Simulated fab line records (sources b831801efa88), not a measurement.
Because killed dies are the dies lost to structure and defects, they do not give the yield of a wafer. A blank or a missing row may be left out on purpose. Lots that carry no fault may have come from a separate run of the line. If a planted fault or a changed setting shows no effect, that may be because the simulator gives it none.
Chamber matching	flow sky130	SKY_CONTACT_ETCH_16 on rie_diel-01 has 4 sister chambers
The step etches BARC in N2/H2, stops on SiO2, time 45.9 s, target depth 60 nm. 20 wafers are shown with their chamber, then 10 later ones without.

== WAFERS WITH THEIR CHAMBER ==
wafer	chamber	throttle_valve_pct (%)	oes_product_au (a.u.)
L080.1	2	13.223	0.857
L080.4	3	13.222	0.859
L080.5	0	13.243	0.854
L082.2	3	13.215	0.851
L082.4	0	13.247	0.855
L082.6	1	13.227	0.854
L083.1	3	13.220	0.862
L083.3	2	13.210	0.849
L083.5	1	13.223	0.849
L085.1	3	13.235	0.849
L085.3	0	13.219	0.849
L085.5	3	13.232	0.854
L087.2	1	13.231	0.852
L087.3	3	13.225	0.855
L087.5	2	13.232	0.857
L089.1	2	13.253	0.856
L089.3	1	13.232	0.853
L089.6	3	13.221	0.853
L092.1	1	13.228	0.860
L092.2	2	13.235	0.859

SIGNATURES (averages over the wafers above)
reading	chamber 0	chamber 1	chamber 2	chamber 3	scatter within a chamber
throttle_valve_pct	13.23633	13.22820	13.23060	13.22429	0.0106
oes_product_au	0.85267	0.85360	0.85560	0.85471	0.00408
Rule: distance of a wafer from a chamber = root of the sum over the readings of ((wafer's reading minus chamber's mean) / reading's scatter) squared. If the next closest chamber is less than 2 further off than the closest, the wafer can't be placed; otherwise it belongs to the closest. The scatter: the root of (the sum of the squares of (reading less its chamber's mean) over the shown wafers, divided by (wafers less chambers)).

== WAFERS WITH NO CHAMBER GIVEN ==
wafer	throttle_valve_pct (%)	oes_product_au (a.u.)
L092.3	13.222	0.846
L093.2	13.215	0.852
L093.3	13.237	0.854
L093.4	13.216	0.856
L094.2	13.227	0.852
L094.5	13.231	0.855
L094.6	13.214	0.847
L096.4	13.239	0.854
L096.5	13.236	0.854
L096.6	13.215	0.848

== CHAMBER TAKEN BY EACH ==
wafer	from the rows above	in truth
L092.3	can't be placed: 1 or 0 or 3 or 2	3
L093.2	can't be placed: 3 or 1 or 2 or 0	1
L093.3	can't be placed: 0 or 2 or 1 or 3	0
L093.4	can't be placed: 3 or 1 or 2 or 0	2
L094.2	can't be placed: 1 or 3 or 0 or 2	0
L094.5	can't be placed: 2 or 1 or 3 or 0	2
L094.6	can't be placed: 1 or 3 or 0 or 2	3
L096.4	can't be placed: 0 or 2 or 1 or 3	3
L096.5	can't be placed: 0 or 2 or 1 or 3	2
L096.6	can't be placed: 1 or 3 or 0 or 2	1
Placed correctly: 0 of 10. Cannot be placed on the basis of these rows: 10; the candidates contain the true chamber in 10. Placed wrongly: 0.
